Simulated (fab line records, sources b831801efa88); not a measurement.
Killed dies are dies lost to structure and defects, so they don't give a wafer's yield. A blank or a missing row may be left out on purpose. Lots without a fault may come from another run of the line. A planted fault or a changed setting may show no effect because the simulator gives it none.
Which tool did it? | flow sky130 | 11 lots, 33 wafers sampled, at 4 steps of a route of 708

WHAT THE GAUGES READ, wafer by wafer
SKY_CAPM_THK_MEAS_01.
lot  | measured     | on            | CAPM_CVD_00_THK (nm)
L244 | day 36 12:59 | film_metro-03 | 15.50 15.73 16.00
L246 | day 37 08:19 | film_metro-03 | 15.50 15.72 15.70
L247 | day 37 17:03 | film_metro-01 | 15.51 15.10 15.50
L248 | day 38 06:38 | film_metro-03 | 15.43 15.57 15.57
L250 | day 38 21:26 | film_metro-03 | 15.40 15.36 15.72
L251 | day 39 02:05 | film_metro-01 | 15.51 15.40 15.84
L252 | day 39 07:50 | film_metro-03 | 15.41 15.30 15.47
L262 | day 42 05:38 | film_metro-01 | 15.38 14.74 15.84 15.41 14.78 15.78
L263 | day 42 09:49 | film_metro-02 | 15.57 15.38 15.27 15.56 15.42 15.28
L264 | day 42 18:15 | film_metro-03 | 15.38 15.41 15.65
L265 | day 43 01:51 | film_metro-03 | 15.78 15.55 15.24

WHICH TOOL RAN EACH LOT (tool, then ch and the chambers of the sampled wafers, then the start)
lot  | SKY_METAL2_SPUTTER_04        | SKY_VIA2_ETCH_14                   | SKY_CAPM_CVD_00
L244 | pvd_sputter-02, day 34 06:03 | rie_diel-03 ch 1,3, day 36 11:26   | pecvd-03 ch 0,1,2, day 36 12:58
L246 | pvd_sputter-04, day 35 00:52 | rie_diel-02 ch 0,1,2, day 37 06:35 | pecvd-02 ch 0,1, day 37 08:18
L247 | pvd_sputter-02, day 35 09:52 | rie_diel-02 ch 1,2, day 37 15:30   | pecvd-04 ch 0,2, day 37 17:01
L248 | pvd_sputter-04, day 35 23:52 | rie_diel-02 ch 0,2,3, day 38 05:05 | pecvd-03 ch 1,2, day 38 06:37
L250 | pvd_sputter-04, day 36 14:28 | rie_diel-03 ch 1,3, day 38 19:53   | pecvd-02 ch 0,1, day 38 21:24
L251 | pvd_sputter-02, day 36 19:05 | rie_diel-03 ch 2,3, day 39 00:33   | pecvd-03 ch 0,2, day 39 02:04
L252 | pvd_sputter-04, day 37 01:46 | rie_diel-02 ch 1,2,3, day 39 06:17 | pecvd-04 ch 0,1,2, day 39 07:48
L262 | pvd_sputter-02, day 40 01:22 | rie_diel-02 ch 0,1, day 42 03:40   | pecvd-03 ch 1,2, day 42 05:37
L263 | pvd_sputter-04, day 40 06:10 | rie_diel-02 ch 1,3, day 42 08:16   | pecvd-03 ch 0,1,2, day 42 09:47
L264 | pvd_sputter-04, day 40 15:07 | rie_diel-02 ch 0,2, day 42 15:55   | pecvd-04 ch 0,2, day 42 18:14
L265 | pvd_sputter-01, day 40 23:29 | rie_diel-04 ch 1,2,3, day 43 00:19 | pecvd-02 ch 0,1,2, day 43 01:50
- SKY_METAL2_SPUTTER_04: material TiN, target thk 70 nm, time 58.3 s.
- SKY_VIA2_ETCH_14: etches BARC in N2/H2, stops on SiO2, time 45.9 s, target depth 60 nm.
- SKY_CAPM_CVD_00: deposits SiO2, target thk 15.5 nm.

THE ANSWER, worked out from the rows above alone
Rule: what is usual is taken from the lots themselves. Put in order of their means at a reading, lots are off if they are a third of the lots or fewer, leave a main group of 4 or more, and stand apart from it by a gap of 3 or more times the standard deviation of the main group's means; of several such gaps the widest counts. A main group whose means are all the same, to the digits that the tables above print for the reading, isn't used. A lot without any number at a reading at which 4 lots or more have one is off too. The other lots that the step has rows for count as sound.
No lot is off at any reading shown: from this, nothing can be told.

WHAT THE SIMULATOR HAD PUT IN
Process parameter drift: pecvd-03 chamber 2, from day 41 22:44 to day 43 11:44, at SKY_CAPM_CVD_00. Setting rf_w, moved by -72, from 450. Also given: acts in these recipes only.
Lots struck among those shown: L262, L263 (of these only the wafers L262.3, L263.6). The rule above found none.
